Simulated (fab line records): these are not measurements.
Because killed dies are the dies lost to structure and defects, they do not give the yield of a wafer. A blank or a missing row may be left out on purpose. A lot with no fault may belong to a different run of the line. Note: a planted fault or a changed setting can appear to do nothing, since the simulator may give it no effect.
Which tool was responsible? || flow sky130 || 12 lots, 36 wafers sampled, at 3 steps of a route of 708

## WHAT THE GAUGES SHOWED, per wafer
SKY_VIA2_OVL_MEAS_13.
{"lot": "L300", "measured": "day 36 21:02", "on": "overlay-01", "VIA2_OVL (nm)": "1 2 3"}
{"lot": "L301", "measured": "day 37 03:02", "on": "overlay-02", "VIA2_OVL (nm)": "-3 -3 -6"}
{"lot": "L304", "measured": "day 38 14:47", "on": "overlay-01", "VIA2_OVL (nm)": "7 5 9"}
{"lot": "L305", "measured": "day 38 16:39", "on": "overlay-01", "VIA2_OVL (nm)": "-6 -11 -4"}
{"lot": "L307", "measured": "day 38 20:05", "on": "overlay-01", "VIA2_OVL (nm)": "-9 -2 -9"}
{"lot": "L311", "measured": "day 40 00:11", "on": "overlay-01", "VIA2_OVL (nm)": "1 -3 -3"}
{"lot": "L314", "measured": "day 42 00:22", "on": "overlay-01", "VIA2_OVL (nm)": "-8 -15 -8"}
{"lot": "L316", "measured": "day 42 02:16", "on": "overlay-01", "VIA2_OVL (nm)": "3 8 8"}
{"lot": "L315", "measured": "day 42 03:44", "on": "overlay-01", "VIA2_OVL (nm)": "-9 2 -4"}
{"lot": "L318", "measured": "day 42 07:05", "on": "overlay-01", "VIA2_OVL (nm)": "-8 -9 -5"}
{"lot": "L319", "measured": "day 42 11:16", "on": "overlay-01", "VIA2_OVL (nm)": "-3 4 -4"}
{"lot": "L320", "measured": "day 42 15:59", "on": "overlay-02", "VIA2_OVL (nm)": "1 3 6"}

## WHICH TOOL RAN EACH LOT (tool, then ch and the chambers of the sampled wafers, then the start)
{"lot": "L300", "SKY_METAL2_SPUTTER_03": "pvd sputter-01, day 34 15:25", "SKY_VIA2_SOFTBAKE_08": "litho track-02 ch 0, day 36 08:00"}
{"lot": "L301", "SKY_METAL2_SPUTTER_03": "pvd sputter-01, day 34 22:10", "SKY_VIA2_SOFTBAKE_08": "litho track-04 ch 0, day 36 13:00"}
{"lot": "L304", "SKY_METAL2_SPUTTER_03": "pvd sputter-01, day 36 09:43", "SKY_VIA2_SOFTBAKE_08": "litho track-04 ch 0, day 38 01:00"}
{"lot": "L305", "SKY_METAL2_SPUTTER_03": "pvd sputter-01, day 36 11:31", "SKY_VIA2_SOFTBAKE_08": "litho track-01 ch 0, day 38 03:00"}
{"lot": "L307", "SKY_METAL2_SPUTTER_03": "pvd sputter-02, day 36 13:56", "SKY_VIA2_SOFTBAKE_08": "litho track-02 ch 0, day 38 07:00"}
{"lot": "L311", "SKY_METAL2_SPUTTER_03": "pvd sputter-02, day 37 20:31", "SKY_VIA2_SOFTBAKE_08": "litho track-02 ch 0, day 39 11:00"}
{"lot": "L314", "SKY_METAL2_SPUTTER_03": "pvd sputter-03, day 39 22:10", "SKY_VIA2_SOFTBAKE_08": "litho track-02 ch 0, day 41 12:00"}
{"lot": "L316", "SKY_METAL2_SPUTTER_03": "pvd sputter-01, day 39 23:43", "SKY_VIA2_SOFTBAKE_08": "litho track-01 ch 0, day 41 14:00"}
{"lot": "L315", "SKY_METAL2_SPUTTER_03": "pvd sputter-02, day 40 02:34", "SKY_VIA2_SOFTBAKE_08": "litho track-02 ch 0, day 41 15:00"}
{"lot": "L318", "SKY_METAL2_SPUTTER_03": "pvd sputter-01, day 40 04:40", "SKY_VIA2_SOFTBAKE_08": "litho track-04 ch 0, day 41 18:00"}
{"lot": "L319", "SKY_METAL2_SPUTTER_03": "pvd sputter-01, day 40 09:16", "SKY_VIA2_SOFTBAKE_08": "litho track-01 ch 0, day 41 23:00"}
{"lot": "L320", "SKY_METAL2_SPUTTER_03": "pvd sputter-03, day 40 14:17", "SKY_VIA2_SOFTBAKE_08": "litho track-01 ch 0, day 42 04:00"}
- SKY_METAL2_SPUTTER_03: material Ti, target thk 5 nm, time 3.3 s.
- SKY_VIA2_SOFTBAKE_08: time 90 s.

## AS READ BY THE TOOLS THEMSELVES (means over the sampled wafers that have a number; for cases with no such wafer, the mark the record gives instead)
SKY_METAL2_SPUTTER_03.
{"lot": "L300", "tool": "pvd sputter-01", "chamber pressure pa (Pa)": 0.4006, "throttle valve pct (%)": 30.2}
{"lot": "L301", "tool": "pvd sputter-01", "chamber pressure pa (Pa)": 0.4000, "throttle valve pct (%)": 30.0}
{"lot": "L304", "tool": "pvd sputter-01", "chamber pressure pa (Pa)": 0.4000, "throttle valve pct (%)": 30.4}
{"lot": "L305", "tool": "pvd sputter-01", "chamber pressure pa (Pa)": 0.4004, "throttle valve pct (%)": 30.0}
{"lot": "L307", "tool": "pvd sputter-02", "chamber pressure pa (Pa)": 0.4001, "throttle valve pct (%)": 29.8}
{"lot": "L311", "tool": "pvd sputter-02", "chamber pressure pa (Pa)": 0.3994, "throttle valve pct (%)": 29.8}
{"lot": "L314", "tool": "pvd sputter-03", "chamber pressure pa (Pa)": 0.4010, "throttle valve pct (%)": 29.3}
{"lot": "L316", "tool": "pvd sputter-01", "chamber pressure pa (Pa)": 0.3996, "throttle valve pct (%)": 30.2}
{"lot": "L315", "tool": "pvd sputter-02", "chamber pressure pa (Pa)": 0.4006, "throttle valve pct (%)": 29.4}
{"lot": "L318", "tool": "pvd sputter-01", "chamber pressure pa (Pa)": 0.4001, "throttle valve pct (%)": 30.3}
{"lot": "L319", "tool": "pvd sputter-01", "chamber pressure pa (Pa)": 0.4000, "throttle valve pct (%)": 30.3}
{"lot": "L320", "tool": "pvd sputter-03", "chamber pressure pa (Pa)": 0.4010, "throttle valve pct (%)": 29.1}

SKY_VIA2_SOFTBAKE_08.
{"lot": "L300", "tool": "litho track-02", "heater power total W (W)": 57.41, "resist line temp C (C)": 23.00, "run length s (s)": 118.59}
{"lot": "L301", "tool": "litho track-04", "heater power total W (W)": 57.34, "resist line temp C (C)": 22.88, "run length s (s)": 118.76}
{"lot": "L304", "tool": "litho track-04", "heater power total W (W)": 57.42, "resist line temp C (C)": 22.98, "run length s (s)": 118.76}
{"lot": "L305", "tool": "litho track-01", "heater power total W (W)": 57.42, "resist line temp C (C)": 22.94, "run length s (s)": 119.13}
{"lot": "L307", "tool": "litho track-02", "heater power total W (W)": 57.39, "resist line temp C (C)": 23.06, "run length s (s)": 118.69}
{"lot": "L311", "tool": "litho track-02", "heater power total W (W)": 57.44, "resist line temp C (C)": 22.84, "run length s (s)": 118.67}
{"lot": "L314", "tool": "litho track-02", "heater power total W (W)": 58.60, "resist line temp C (C)": 23.07, "run length s (s)": 112.44}
{"lot": "L316", "tool": "litho track-01", "heater power total W (W)": 57.40, "resist line temp C (C)": 23.01, "run length s (s)": 119.18}
{"lot": "L315", "tool": "litho track-02", "heater power total W (W)": 58.67, "resist line temp C (C)": 22.91, "run length s (s)": 112.38}
{"lot": "L318", "tool": "litho track-04", "heater power total W (W)": 57.33, "resist line temp C (C)": 23.11, "run length s (s)": 118.78}
{"lot": "L319", "tool": "litho track-01", "heater power total W (W)": 57.26, "resist line temp C (C)": 22.97, "run length s (s)": 119.23}
{"lot": "L320", "tool": "litho track-01", "heater power total W (W)": 57.43, "resist line temp C (C)": 22.97, "run length s (s)": 119.15}

## THE ANSWER, worked out from the rows above alone
Rule: usual is defined by the lots themselves. Put in order of their means at a reading, lots are off if they are a third of the lots or fewer, leave a main group of 4 or more, and stand apart from it by a gap of 3 or more times the standard deviation of the main group's means; of several such gaps the widest counts. A main group is skipped when, at the precision printed for the reading in the tables above, its means are all equal. A lot without any number at a reading at which 4 lots or more have one is off too. The other lots that the step has rows for count as sound. After the gauges, taken in route order, come the tools' own readings; for these a lot's mean is taken, as printed above. At the first step where some lot is off, the reading lying furthest off is the one used; lots without a number count as furthest.
Off: L314, L315 (SKY_VIA2_SOFTBAKE_08, run length s). Mean 118.89 s and standard deviation 0.23 in the main group.
If a tool, at that step or one of the process steps before it, ran each lot that is off and ran no sound lot following the first of them, it fits. One candidate fits, namely litho track-02 at SKY_VIA2_SOFTBAKE_08. Its last sound lot is L311 (day 39 11:00), its first lot that is off L314 (day 41 12:00): a fault that began between those two fits.
The tool's own readings at SKY_VIA2_SOFTBAKE_08 bear it out: on the lots that are off they differ by more than 5 times the standard deviation of the sound lots' means. heater power total W reads 58.64 W there against 57.38 W on the sound lots; run length s reads 112.41 s there against 118.89 s on the sound lots.

## WHAT WAS PUT IN BY THE SIMULATOR
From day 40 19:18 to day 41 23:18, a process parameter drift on litho track-02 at SKY_VIA2_SOFTBAKE_08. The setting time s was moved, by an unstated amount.
Struck lots among those shown: L314, L315. Same finding as the rule above.
